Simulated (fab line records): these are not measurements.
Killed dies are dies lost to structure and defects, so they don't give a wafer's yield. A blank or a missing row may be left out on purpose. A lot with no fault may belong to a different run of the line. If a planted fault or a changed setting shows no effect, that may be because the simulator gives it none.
fab line records ; flow sky130
record: lots: 7; wafers: 21; lastDay: 50
route steps=708 shown CAPM@539 PAD_OPEN@708
lots that met no fault: taken from a fault-free run of the same line
startH: the number of hours between the record's first day and the start of the first shown wafer of the lot ; waitH: how many hours have passed since the lot's step before this one ; " identical to the entry in the row above ; L1.1+2: a row that stands for several wafers ; - no value, or no start was given ; * or withheld: withheld ; < > ~ a bound
route shown NAME@n: names a module that has steps shown in the file, with the first one's number in the route ; usual: the fault-free wafers' mean and standard deviation ; same: alike in all rows ; chamber/n: place in a boat ; sites: the reading at each site ; _std_site: standard deviation across them ; _edge_site: the outer-site mean with the inner-site mean subtracted ; radiusMm: how far each site lies from the wafer's centre ; mask NAME#n: copy n ; behind: tool/chamber where the wafer was last shaped ; hold: the reason the lot was held/the length of the hold in hours/how it ended ; device: names the non-switching transistor (n, p or np) ; end of line: tests run on the same wafers once the route is complete ; a step without rows: its recipe alone ; killed: count of dies lost to structure and defects at first sort (not the wafer's yield) ; map: the dies of a wafer, with x for killed, . for not killed, _ for no die there
set.NAME: setting as actually run; set.NAME@STEP: the setting as run at that earlier step ; model.NAME: the simulator's own value behind a step, which no gauge read
a table for each step, a row for each wafer; lots at some steps of the route
services: a tool's chamber out of use, with start hour (startH, from the record's first day; less than 0 if before it), hours out, and reason
== steps ==
step: SKY_CAPM_SPUTTER_02
recipe: material: TiN; targetThkNm: 200; tempC: 300; powerW: 6500; timeS: 166.7; chamberPressurePa: 0.4
usual: throttleValvePct: 29.9/0.69
lot.wafer;tool;chamber;startH;waitH;throttleValvePct
L287.2;pvdSputter-04;-;867.97;0.0;30.0
L287.5;pvdSputter-04;-;867.97;0.0;30.0
L287.6;pvdSputter-04;-;867.97;0.0;30.9
L291.1;pvdSputter-04;-;902.23;0.1;28.7
L291.5;pvdSputter-04;-;902.23;0.1;30.1
L291.6;pvdSputter-04;-;902.23;0.1;28.6
L292.3;pvdSputter-03;-;915.83;0.0;30.1
L292.4;pvdSputter-03;-;915.83;0.0;30.3
L292.5;pvdSputter-03;-;915.83;0.0;30.0
L293.4;pvdSputter-04;-;918.83;0.0;29.9
L293.5;pvdSputter-04;-;918.83;0.0;28.6
L293.6;pvdSputter-04;-;918.83;0.0;30.1
L294.1;pvdSputter-04;-;922.95;0.1;29.9
L294.2;pvdSputter-04;-;922.95;0.1;29.7
L294.6;pvdSputter-04;-;922.95;0.1;29.8
L305.2;pvdSputter-04;-;1006.69;0.0;30.8
L305.3;pvdSputter-04;-;1006.69;0.0;28.6
L305.6;pvdSputter-04;-;1006.69;0.0;28.5
L308.1;pvdSputter-02;-;1013.67;0.1;30.8
L308.2;pvdSputter-02;-;1013.67;0.1;30.1
L308.5;pvdSputter-02;-;1013.67;0.1;29.8
step: SKY_CAPM_RS_MEAS_03
recipe: thkMeasGauge: four-point-probe; reads: TiN_of_CAPM_SPUTTER_02
usual: CAPM_TIN_RS: 6.90/0.073
lot.wafer;tool;chamber;startH;waitH;CAPM_TIN_RS[ohm/sq]
L287.2;filmMetro-01;-;868.10;0.1;6.96
L287.5;filmMetro-01;-;868.10;0.1;6.93
L287.6;filmMetro-01;-;868.10;0.1;6.98
L291.1;filmMetro-01;-;902.33;0.1;6.86
L291.5;filmMetro-01;-;902.33;0.1;6.91
L291.6;filmMetro-01;-;902.33;0.1;6.87
L292.3;filmMetro-01;-;915.97;0.1;6.84
L292.4;filmMetro-01;-;915.97;0.1;6.84
L292.5;filmMetro-01;-;915.97;0.1;6.90
L293.4;filmMetro-03;-;919.00;0.1;6.94
L293.5;filmMetro-03;-;919.00;0.1;6.85
L293.6;filmMetro-03;-;919.00;0.1;6.93
L294.1;filmMetro-01;-;923.06;0.1;6.92
L294.2;filmMetro-01;-;923.06;0.1;6.88
L294.6;filmMetro-01;-;923.06;0.1;6.86
L305.2;filmMetro-01;-;1006.82;0.1;6.83
L305.3;filmMetro-01;-;1006.82;0.1;6.88
L305.6;filmMetro-01;-;1006.82;0.1;6.89
L308.1;filmMetro-03;-;1013.77;0.1;6.97
L308.2;filmMetro-03;-;1013.77;0.1;6.93
L308.5;filmMetro-03;-;1013.77;0.1;6.96
step: SKY_CAPM_THK_MEAS_04
recipe: thkMeasGauge: xrf; reads: TiN_of_CAPM_SPUTTER_02
usual: CAPM_TIN_THK: 202.7/2.3
lot.wafer;tool;chamber;startH;waitH;CAPM_TIN_THK[nm]
L287.2;filmMetro-01;-;868.21;0.1;201.7
L287.5;filmMetro-01;-;868.21;0.1;201.1
L287.6;filmMetro-01;-;868.21;0.1;200.7
L291.1;filmMetro-01;-;902.45;0.1;204.0
L291.5;filmMetro-01;-;902.45;0.1;202.1
L291.6;filmMetro-01;-;902.45;0.1;201.9
L292.3;filmMetro-01;-;916.07;0.1;204.7
L292.4;filmMetro-01;-;916.07;0.1;204.8
L292.5;filmMetro-01;-;916.07;0.1;202.4
L293.4;filmMetro-03;-;919.09;0.1;202.5
L293.5;filmMetro-03;-;919.09;0.1;204.7
L293.6;filmMetro-03;-;919.09;0.1;201.6
L294.1;filmMetro-01;-;923.18;0.1;201.7
L294.2;filmMetro-01;-;923.18;0.1;203.3
L294.6;filmMetro-01;-;923.18;0.1;203.9
L305.2;filmMetro-01;-;1006.93;0.1;205.1
L305.3;filmMetro-01;-;1006.93;0.1;203.5
L305.6;filmMetro-01;-;1006.93;0.1;202.5
L308.1;filmMetro-03;-;1013.89;0.1;200.9
L308.2;filmMetro-03;-;1013.89;0.1;202.5
L308.5;filmMetro-03;-;1013.89;0.1;201.3
step: SKY_CAPM_DEHYDRATE_05
recipe: tempC: 200; timeS: 60
step: SKY_CAPM_HMDS_06
recipe: primeTimeS: 60; primeTempC: 120
step: SKY_CAPM_COAT_07
recipe: resist: NOVOLAK; spinRpm: 3000; resistThkNm: 1140
step: SKY_CAPM_SOFTBAKE_08
recipe: tempC: 90; timeS: 60; resist: NOVOLAK
step: SKY_CAPM_EXPOSE_09
recipe: maskId: CAPM; na: 0.6; sourceShape: conventional; sigmaOuter: 0.6; polarization: unpolarized; targetCdNm: 1000; doseMj: 159
step: SKY_CAPM_PEB_10
recipe: tempC: withheld; timeS: *; resist: NOVOLAK
step: SKY_CAPM_DEVELOP_11
recipe: resist: NOVOLAK; developer: TMAH; developTimeS: 60; devTempC: 23
step: SKY_CAPM_OVL_MEAS_12
usual: CAPM_OVL: -0.9/1.3
lot.wafer;tool;chamber;startH;waitH;CAPM_OVL[nm]
L287.2;overlay-01;-;893.69;0.1;-1.3
L287.5;overlay-01;-;893.69;0.1;-2.2
L287.6;overlay-01;-;893.69;0.1;-1.3
L291.1;overlay-01;-;926.50;0.1;-3.6
L291.5;overlay-01;-;926.50;0.1;-4.0
L291.6;overlay-01;-;926.50;0.1;-3.8
L292.3;overlay-02;-;940.21;0.1;0.8
L292.4;overlay-02;-;940.21;0.1;2.0
L292.5;overlay-02;-;940.21;0.1;0.7
L293.4;overlay-01;-;942.95;0.1;-0.8
L293.5;overlay-01;-;942.95;0.1;-2.5
L293.6;overlay-01;-;942.95;0.1;-1.4
L294.1;overlay-01;-;947.23;0.1;2.2
L294.2;overlay-01;-;947.23;0.1;-0.8
L294.6;overlay-01;-;947.23;0.1;0.4
L305.2;overlay-02;-;1028.79;0.1;-1.4
L305.3;overlay-02;-;1028.79;0.1;0.1
L305.6;overlay-02;-;1028.79;0.1;-0.4
L308.1;overlay-01;-;1035.45;0.1;1.0
L308.2;overlay-01;-;1035.45;0.1;-1.7
L308.5;overlay-01;-;1035.45;0.1;-0.7
step: SKY_CAPM_METAL_ETCH_13
recipe: targetDepthNm: 220; stopOn: SiO2; chemistry: Cl2/BCl3; target: TiN; pressureMtorr: 10; icpW: 900; biasW: 48.5; Cl2_flow_sccm: 60; bcl3FlowSccm: 30; timeS: 62.9
usual: biasW: 48.48/0.12; drypumpMotorCurrentA: 5.9/0.43; mfcCl2Sccm: 60.01/0.16; oesProductAu: 0.942/0.0074; throttleValvePct: 21.902/0.01
lot.wafer;tool;chamber;startH;waitH;biasW;drypumpMotorCurrentA;mfcCl2Sccm;oesProductAu;rfHoursCounterH;throttleValvePct
L287.2;rieMetal-02;1;893.72;0.0;48.23;6.3;59.93;0.937;2;21.917
L287.5;rieMetal-02;1;893.72;0.0;48.34;6.3;60.05;0.935;-;21.895
L287.6;rieMetal-02;0;893.72;0.0;48.57;5.5;60.14;0.928;-;21.897
L291.1;rieMetal-03;1;926.54;0.0;48.24;5.5;59.94;0.941;0;21.879
L291.5;rieMetal-03;1;926.54;0.0;48.30;5.4;60.07;0.949;-;21.890
L291.6;rieMetal-03;0;926.54;0.0;48.34;6.2;59.89;0.946;-;21.923
L292.3;rieMetal-04;1;940.26;0.0;48.30;6.2;59.99;0.943;-;21.901
L292.4;rieMetal-04;0;940.26;0.0;48.59;5.3;60.14;0.954;-;21.908
L292.5;rieMetal-04;0;940.26;0.0;48.51;5.3;60.02;0.949;-;21.885
L293.4;rieMetal-04;0;943.00;0.0;48.66;5.3;59.77;0.942;-;21.887
L293.5;rieMetal-04;1;943.00;0.0;48.44;6.1;59.94;0.944;-;21.905
L293.6;rieMetal-04;0;943.00;0.0;48.45;5.3;59.57;0.941;-;21.916
L294.1;rieMetal-04;0;947.27;0.0;48.34;5.3;59.99;0.937;14;21.889
L294.2;rieMetal-04;1;947.27;0.0;48.54;6.1;60.12;0.941;18;21.905
L294.6;rieMetal-04;0;947.27;0.0;48.47;5.3;59.90;0.948;-;21.891
L305.2;rieMetal-03;1;1028.82;0.0;48.54;5.4;60.16;0.943;7;21.898
L305.3;rieMetal-03;0;1028.82;0.0;48.54;6.3;60.13;0.945;-;21.903
L305.6;rieMetal-03;0;1028.82;0.0;48.49;6.3;60.04;0.948;-;21.906
L308.1;rieMetal-03;1;1035.49;0.0;48.55;5.5;59.83;0.936;7;21.903
L308.2;rieMetal-03;0;1035.49;0.0;48.63;6.3;60.43;0.930;23;21.912
L308.5;rieMetal-03;1;1035.49;0.0;48.48;5.4;60.01;0.932;-;21.897
step: SKY_CAPM_STRIP_14
recipe: chemistry: O2/N2; powerW: 1400; pressureMtorr: 1500; platenTempC: withheld; o2FlowSccm: 3000; n2FlowSccm: 300; overashFraction: 0.5
usual: drypumpMotorCurrentA: 5.6/0.42; n2FlowSccm: 299.9/0.9; o2FlowSccm: 3001/9.3; oesProductAu: 0.710/0.0044; stripTimeToEndpointS: 12.64/0.042
same: overashFraction: 0.5
lot.wafer;tool;chamber;startH;waitH;drypumpMotorCurrentA;n2FlowSccm;o2FlowSccm;oesProductAu;rfHoursCounterH;stripTimeToEndpointS
L287.2;plasmaAsher-01;0;893.80;0.1;5.3;300.3;3004;0.707;46;12.66
L287.5;plasmaAsher-01;1;893.80;0.1;6.1;300.4;2997;0.712;-;12.65
L287.6;plasmaAsher-01;0;893.80;0.1;5.3;300.1;3002;0.712;-;12.60
L291.1;plasmaAsher-01;1;926.61;0.1;6.1;300.0;2983;0.710;49;12.60
L291.5;plasmaAsher-01;1;926.61;0.1;6.1;302.4;3001;0.703;-;12.56
L291.6;plasmaAsher-01;0;926.61;0.1;5.3;300.8;3012;0.715;-;12.61
L292.3;plasmaAsher-01;0;940.35;0.1;5.3;299.3;3620;0.715;-;12.56
L292.4;plasmaAsher-01;1;940.35;0.1;6.1;299.0;3591;0.710;-;12.53
L292.5;plasmaAsher-01;1;940.35;0.1;6.1;299.2;3604;0.715;-;12.56
L293.4;plasmaAsher-01;0;943.08;0.1;5.3;299.6;3614;0.713;-;12.53
L293.5;plasmaAsher-01;1;943.08;0.1;6.1;300.6;3609;0.717;-;12.53
L293.6;plasmaAsher-01;0;943.08;0.1;5.4;299.9;3599;0.705;-;12.59
L294.1;plasmaAsher-01;1;947.35;0.1;6.1;300.1;3601;0.714;52;12.51
L294.2;plasmaAsher-01;0;947.35;0.1;5.4;301.4;3600;0.715;52;12.52
L294.6;plasmaAsher-01;0;947.35;0.1;5.3;301.1;3597;0.713;-;12.49
L305.2;plasmaAsher-03;1;1028.90;0.1;5.1;298.2;2984;0.709;88;12.58
L305.3;plasmaAsher-03;0;1028.90;0.1;5.6;298.7;2993;0.704;-;12.69
L305.6;plasmaAsher-03;0;1028.90;0.1;5.6;298.9;3006;0.710;-;12.65
L308.1;plasmaAsher-03;0;1035.56;0.1;5.6;300.5;3020;0.710;89;12.61
L308.2;plasmaAsher-03;1;1035.56;0.1;5.1;299.5;2997;0.708;89;12.70
L308.5;plasmaAsher-03;0;1035.56;0.1;5.6;300.3;3006;0.709;-;12.57
step: SKY_CAPM_STRIP_15
recipe: chemistry: postEtchResidueRemover; timeS: 1200; tempC: 72.5
step: SKY_PAD_OPEN_PROBE_99
usual: defectLimitedYield: 82.4/1.9; killed_at_M0_to_M3: 43/7.1; killed_at_M4_up: 3.2/1.7; killedAtContacts: 24/5.6; killedAtFrontEnd: 16/5; killedAtOther: 0.4/0.68; killedDies: 86/9.3; killedOpen: 47/7.1; killedShort: 39/5.7; sort_bin_3_pad_short: 0.9/0.38; sort_bin_5_function: 10.4/1.5; sort_bin_6_memory: 6.3/1.3; sortNPass: 406/9.3; sortYieldPct: 82.4/1.9
same: grossDies: 492; killedAtBackSide: 0; sort_bin_4_leakage[%]: 0; sort_bin_8_speed[%]: 0
lot.wafer;tool;chamber;startH;waitH;defectLimitedYield[%];killed_at_M0_to_M3;killed_at_M4_up;killedAtContacts;killedAtFrontEnd;killedAtOther;killedDies;killedOpen;killedShort;sort_bin_3_pad_short[%];sort_bin_5_function[%];sort_bin_6_memory[%];sortNPass;sortYieldPct[%]
L287.2;prober-01;-;1090.67;0.1;78.9;42;3;31;28;0;104;62;42;0.6;13.4;7.1;388;78.9
L287.5;prober-01;-;1090.82;0.2;85.4;35;3;18;16;0;72;47;25;0.8;8.7;5.1;420;85.4
L287.6;prober-01;-;1090.87;0.2;79.5;50;3;25;23;0;101;52;48;1.4;11.8;7.3;391;79.5
L308.1;prober-01;-;1198.94;0.1;83.9;32;8;26;12;1;79;37;42;1.4;8.1;6.5;413;83.9
L308.2;prober-01;-;1198.99;0.1;79.5;52;3;29;17;0;101;53;48;0.4;13.2;6.9;391;79.5
L308.5;prober-01;-;1199.14;0.2;82.7;37;5;25;18;0;85;51;34;0.4;11.6;5.3;407;82.7
killed by level:class
L287.2 CONTACT:geometricParticle:open=12 VIA1:geometricParticle:open=11 VIA2:geometricParticle:open=9 POLY_GATE:geometricParticle:open=7 FIELD_ISO:geometricParticle:open=6 VIA3:geometricParticle:open=6 POLY_GATE:geometricParticle:short=5 LI_CONTACT:geometricParticle:short=5
L287.5 VIA1:geometricParticle:open=12 CONTACT:geometricParticle:open=9 POLY_GATE:geometricParticle:short=5 POLY_GATE:geometricParticle:open=5 LI_CONTACT:geometricParticle:open=5 VIA2:geometricParticle:open=5 VIA3:geometricParticle:open=4 FIELD_ISO:geometricParticle:open=3
L287.6 VIA2:geometricParticle:open=15 VIA1:geometricParticle:open=9 CONTACT:geometricParticle:open=7 FIELD_ISO:geometricParticle:open=6 CONTACT:geometricParticle:short=6 POLY_GATE:geometricParticle:short=6 VIA3:geometricParticle:open=6 FIELD_ISO:geometricParticle:short=5
L308.1 CONTACT:geometricParticle:open=7 METAL1:geometricParticle:short=6 FIELD_ISO:geometricParticle:open=5 LI_CONTACT:geometricParticle:open=5 LOCAL_INTERCONNECT:geometricParticle:short=5 VIA1:geometricParticle:open=5 METAL2:geometricParticle:short=5 VIA2:geometricParticle:open=5
L308.2 VIA1:geometricParticle:open=12 METAL2:geometricParticle:short=8 LI_CONTACT:geometricParticle:open=7 CONTACT:geometricParticle:open=7 VIA1:geometricParticle:short=6 VIA2:geometricParticle:open=6 FIELD_ISO:geometricParticle:short=5 CONTACT:geometricParticle:short=5
L308.5 LI_CONTACT:geometricParticle:open=14 VIA1:geometricParticle:open=14 FIELD_ISO:geometricParticle:short=6 VIA2:geometricParticle:open=6 METAL3:geometricParticle:short=6 METAL4:geometricParticle:short=5 LI_CONTACT:geometricParticle:short=4 VIA3:geometricParticle:open=4
== services ==
tool;chamber;startH;hours;kind
plasmaAsher-01;-;862.54;3.6;repair
pvdSputter-03;-;878.35;8.0;repair
plasmaAsher-03;-;880.70;2.3;repair
rieMetal-03;1;890.07;-;clean
rieMetal-03;1;890.07;31.3;scheduledDown
rieMetal-03;1;890.07;31.3;ventCycle
rieMetal-02;-;896.25;0.4;repair
pvdSputter-03;-;898.38;2.3;repair
pvdSputter-03;-;932.08;5.2;repair
plasmaAsher-01;-;938.11;1.0;repair
plasmaAsher-03;-;956.70;2.8;pm
pvdSputter-03;-;958.48;1.5;repair
rieMetal-03;0;958.58;2.8;repair
pvdSputter-03;-;981.05;1.1;repair
rieMetal-02;0;995.13;-;clean
rieMetal-02;0;995.13;16.5;scheduledDown
rieMetal-04;1;999.12;-;clean
rieMetal-04;1;999.12;28.5;scheduledDown
rieMetal-04;1;999.12;28.5;ventCycle
plasmaAsher-01;-;1000.97;6.9;repair
pvdSputter-03;-;1017.64;4.7;repair
rieMetal-02;1;1020.09;14.6;repair
pvdSputter-04;-;1030.74;2.0;repair
pvdSputter-04;-;1030.76;1.6;repair
== key ==
firstSign: step: SKY_CAPM_STRIP_14; reading: o2FlowSccm; direction: up; sigmas: 65; usual: 3001; struck: 3604
effect: step: SKY_CAPM_STRIP_14; reading: stripTimeToEndpointS; direction: down; sigmas: 2.5; usual: *; struck: *
metAt SKY_CAPM_STRIP_14
struckWafers L292.3,L292.4,L292.5,L293.4,L293.5,L293.6,L294.1,L294.2,L294.6
onsetBetween 926.61 940.35
fault: kind: processParameterDrift; tool: plasmaAsher-01; chamber: -; onsetH: 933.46; steps: SKY_CAPM_STRIP_14; channel: o2FlowSccm; offset: 600; shape: step; endH: 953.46; actsIn: theseRecipesOnly; stated: 3000
